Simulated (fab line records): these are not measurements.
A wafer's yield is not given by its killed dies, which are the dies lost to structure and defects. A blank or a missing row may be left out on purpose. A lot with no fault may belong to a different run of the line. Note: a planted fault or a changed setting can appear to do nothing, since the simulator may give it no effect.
Which tool is to blame? | flow gf180mcu | 15 lots with 45 wafers sampled at 4 steps, on a route of 602 steps

## WHAT EACH GAUGE READ, for each wafer
GF_VT_IMPLANT_RS_MEAS_48: measurement is done with a four-point probe.
lot  | measured     | on            | LVPWELL_RS (ohm/sq)
L611 | day 7 14:25  | film-metro-02 | 1204 1201 1201
L612 | day 7 23:35  | film-metro-03 | 1199 1195 1200
L614 | day 8 18:34  | film-metro-02 | 1197 1198 1197
L617 | day 9 12:58  | film-metro-03 | 1197 1196 1192
L618 | day 9 18:11  | film-metro-04 | 1197 1195 1199
L620 | day 10 07:56 | film-metro-03 | 1194 1198 1193
L622 | day 10 20:19 | film-metro-02 | 1199 1196 1196
L626 | day 11 21:48 | film-metro-04 | 1195 1195 1190
L627 | day 12 03:20 | film-metro-04 | 1197 1194 1199
L628 | day 12 11:13 | film-metro-04 | 1192 1192 1196
L629 | day 12 18:56 | film-metro-04 | 1201 1204 1202
L630 | day 13 02:35 | film-metro-02 | 1196 1189 1193
L631 | day 13 10:21 | film-metro-04 | 1203 1202 1205
L632 | day 13 17:10 | film-metro-04 | 1196 1198 1200
L634 | day 14 12:51 | film-metro-03 | 1200 1198 1199

GF_HV_LDD_OVL_MEAS_20.
lot  | measured     | on         | HV_LDD_01_OVL (nm)
L611 | day 10 19:59 | overlay-02 | -0.8 -1.5 -1.6
L612 | day 11 07:49 | overlay-01 | -1.4 -2.0 -0.6
L614 | day 12 04:37 | overlay-01 | -0.4 -1.6 0.4
L617 | day 13 01:08 | overlay-02 | 1.0 0.0 -0.1
L618 | day 13 08:02 | overlay-02 | 0.0 1.4 0.7
L620 | day 13 23:17 | overlay-01 | 2.5 2.0 0.7
L622 | day 14 12:31 | overlay-01 | -0.8 -2.2 -2.7
L626 | day 15 16:56 | overlay-01 | 0.5 1.1 2.2
L627 | day 15 23:20 | overlay-01 | 0.7 -0.6 0.7
L628 | day 16 10:01 | overlay-02 | 1.8 1.5 1.4
L629 | day 16 18:55 | overlay-02 | -0.4 0.4 0.2
L630 | day 16 23:49 | overlay-01 | -2.4 -2.5 -1.8
L631 | day 17 10:34 | overlay-02 | 1.7 1.6 0.8
L632 | day 17 19:11 | overlay-02 | -1.4 0.0 -0.5
L634 | day 18 17:11 | overlay-02 | 1.0 2.5 1.9

## WHICH TOOL RAN EACH LOT (tool, then ch and the chambers of the sampled wafers, then the start)
lot  | GF_VT_IMPLANT_RTA_45             | GF_HV_LDD_EXPOSE_04
L611 | rtp-anneal-02 ch 0, day 7 14:05  | iline-stepper-01 ch 0, day 9 16:25
L612 | rtp-anneal-01 ch 0, day 7 23:14  | iline-stepper-01 ch 0, day 10 03:49
L614 | rtp-anneal-02 ch 0, day 8 18:14  | iline-stepper-02 ch 0, day 11 00:11
L617 | rtp-anneal-01 ch 0, day 9 12:37  | iline-stepper-01 ch 0, day 11 19:09
L618 | rtp-anneal-01 ch 0, day 9 17:51  | iline-stepper-01 ch 0, day 12 03:34
L620 | rtp-anneal-02 ch 0, day 10 07:36 | iline-stepper-02 ch 0, day 12 16:23
L622 | rtp-anneal-01 ch 0, day 10 19:59 | iline-stepper-01 ch 0, day 13 05:11
L626 | rtp-anneal-02 ch 0, day 11 21:28 | iline-stepper-02, day 14 08:22
L627 | rtp-anneal-01 ch 0, day 12 02:59 | iline-stepper-01, day 14 14:05
L628 | rtp-anneal-01 ch 0, day 12 10:53 | iline-stepper-01, day 15 00:13
L629 | rtp-anneal-02 ch 0, day 12 18:36 | iline-stepper-02 ch 0, day 15 07:52
L630 | rtp-anneal-01 ch 0, day 13 02:15 | iline-stepper-02 ch 0, day 15 14:22
L631 | rtp-anneal-02 ch 0, day 13 10:01 | iline-stepper-02 ch 0, day 16 00:07
L632 | rtp-anneal-01 ch 0, day 13 16:49 | iline-stepper-01 ch 0, day 16 07:12
L634 | rtp-anneal-02 ch 0, day 14 12:30 | iline-stepper-02 ch 0, day 17 05:10
- GF_VT_IMPLANT_RTA_45: time 30 s.
- GF_HV_LDD_EXPOSE_04: exposes mask Nplus LV AREA, target cd 400 nm.

## AS READ BY THE TOOLS THEMSELVES (means over the sampled wafers that have a number; for cases with no such wafer, the mark the record gives instead)
GF_VT_IMPLANT_RTA_45.
lot  | tool          | lamp-power-pct (%) | wafer_temp_C_max
L611 | rtp-anneal-02 | 40                 | 1055.1
L612 | rtp-anneal-01 | 32                 | 1053.2
L614 | rtp-anneal-02 | 40                 | 1057.0
L617 | rtp-anneal-01 | 32                 | 1053.8
L618 | rtp-anneal-01 | 32                 | 1054.0
L620 | rtp-anneal-02 | 40                 | 1057.9
L622 | rtp-anneal-01 | 32                 | 1053.7
L626 | rtp-anneal-02 | 40                 | 1057.5
L627 | rtp-anneal-01 | 32                 | 1053.8
L628 | rtp-anneal-01 | 32                 | 1054.0
L629 | rtp-anneal-02 | 40                 | 1056.6
L630 | rtp-anneal-01 | 32                 | 1053.2
L631 | rtp-anneal-02 | 40                 | 1056.6
L632 | rtp-anneal-01 | 32                 | 1054.1
L634 | rtp-anneal-02 | 40                 | 1056.3

GF_HV_LDD_EXPOSE_04.
lot  | tool             | exposure-dose-mJ-cm2 | focus-offset-nm (nm)
L611 | iline-stepper-01 | 139.90               | 0.5
L612 | iline-stepper-01 | 140.04               | 0.2
L614 | iline-stepper-02 | 139.95               | -0.2
L617 | iline-stepper-01 | 140.10               | -0.2
L618 | iline-stepper-01 | 140.01               | 0.0
L620 | iline-stepper-02 | 140.02               | 0.5
L622 | iline-stepper-01 | 140.18               | -0.2
L626 | iline-stepper-02 | -                    | -
L627 | iline-stepper-01 | -                    | -
L628 | iline-stepper-01 | -                    | -
L629 | iline-stepper-02 | 140.10               | 0.5
L630 | iline-stepper-02 | 139.99               | 0.3
L631 | iline-stepper-02 | 140.06               | -0.3
L632 | iline-stepper-01 | 139.91               | 0.0
L634 | iline-stepper-02 | 139.93               | -0.7

## THE ANSWER, worked out from the rows above alone
Rule: what is usual is taken from the lots themselves. Put in order of their means at a reading, lots are off if they are a third of the lots or fewer, leave a main group of 4 or more, and stand apart from it by a gap of 3 or more times the standard deviation of the main group's means; of several such gaps the widest counts. A main group whose means are all the same, to the digits that the tables above print for the reading, isn't used. Also off: a lot with no number at a reading for which 4 or more lots have one. All remaining lots with rows at the step are treated as sound. Order of review: gauges by route order, followed by the tools' own readings, for which a lot's mean as printed above is used. The first step at which some lot is off is used, and at that step the reading that is off furthest; a lot without a number counts as furthest.
Off: L626, L627, L628 (GF_HV_LDD_EXPOSE_04, exposure-dose-mJ-cm2). Without a number there: L626, L627, L628. The main group: mean 140.02, standard deviation 0.082.
If a tool, at that step or one of the process steps before it, ran each lot that is off and ran no sound lot following the first of them, it fits. No candidate that was tried fits.

## WHAT HAD BEEN PUT IN BY THE SIMULATOR
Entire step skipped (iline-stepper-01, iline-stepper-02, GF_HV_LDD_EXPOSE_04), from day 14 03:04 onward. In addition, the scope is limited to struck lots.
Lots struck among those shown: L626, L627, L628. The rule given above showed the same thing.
